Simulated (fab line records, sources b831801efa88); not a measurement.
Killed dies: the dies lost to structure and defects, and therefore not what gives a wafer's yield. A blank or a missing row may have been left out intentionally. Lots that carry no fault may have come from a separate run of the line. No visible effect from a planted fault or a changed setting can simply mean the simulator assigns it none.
Chamber matching | flow gf180mcu | GF_PASSIVATION_CVD_02 on pecvd-04 has 3 sister chambers
The step deposits Si3N4, target thk 700 nm, time 486.18 s. 3 wafers are shown with their chamber, then 8 later ones without.

## WAFERS PAIRED WITH THEIR CHAMBERS
wafer  | chamber | heater power w (W)
L080.3 | 2       | 645
L081.6 | 0       | 661
L086.1 | 1       | 674

## WAFERS MISSING THEIR CHAMBER
wafer  | heater power w (W)
L086.4 | 614
L086.5 | 709
L096.2 | 660
L096.3 | 606
L096.4 | 664
L097.1 | 732
L097.2 | 649
L097.6 | 721

## THE CHAMBER EACH PASSED THROUGH
wafer  | from the rows above          | in truth
L086.4 | can't be placed: 2 or 0 or 1 | 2
L086.5 | can't be placed: 1 or 0 or 2 | 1
L096.2 | can't be placed: 0 or 1 or 2 | 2
L096.3 | can't be placed: 2 or 0 or 1 | 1
L096.4 | can't be placed: 0 or 1 or 2 | 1
L097.1 | can't be placed: 1 or 0 or 2 | 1
L097.2 | can't be placed: 2 or 0 or 1 | 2
L097.6 | can't be placed: 1 or 0 or 2 | 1
Correctly placed: 0 of 8. From these rows, 8 cannot be placed; in 8 the true chamber is one of the candidates. Wrongly placed: 0.
How it was worked out, from the rows above alone: a wafer's distance from a chamber is the root of the sum, over the readings, of the square of ((its reading less the chamber's mean) divided by the reading's scatter). The wafer belongs to the nearest chamber; if the next one is less than 2 further off, it can't be placed. For every chamber, the mean is computed from those of its wafers that are shown. The scatter (one wafer shown for each chamber): square how far every hidden wafer sits from the nearest shown wafer, average those squares and take the square root.
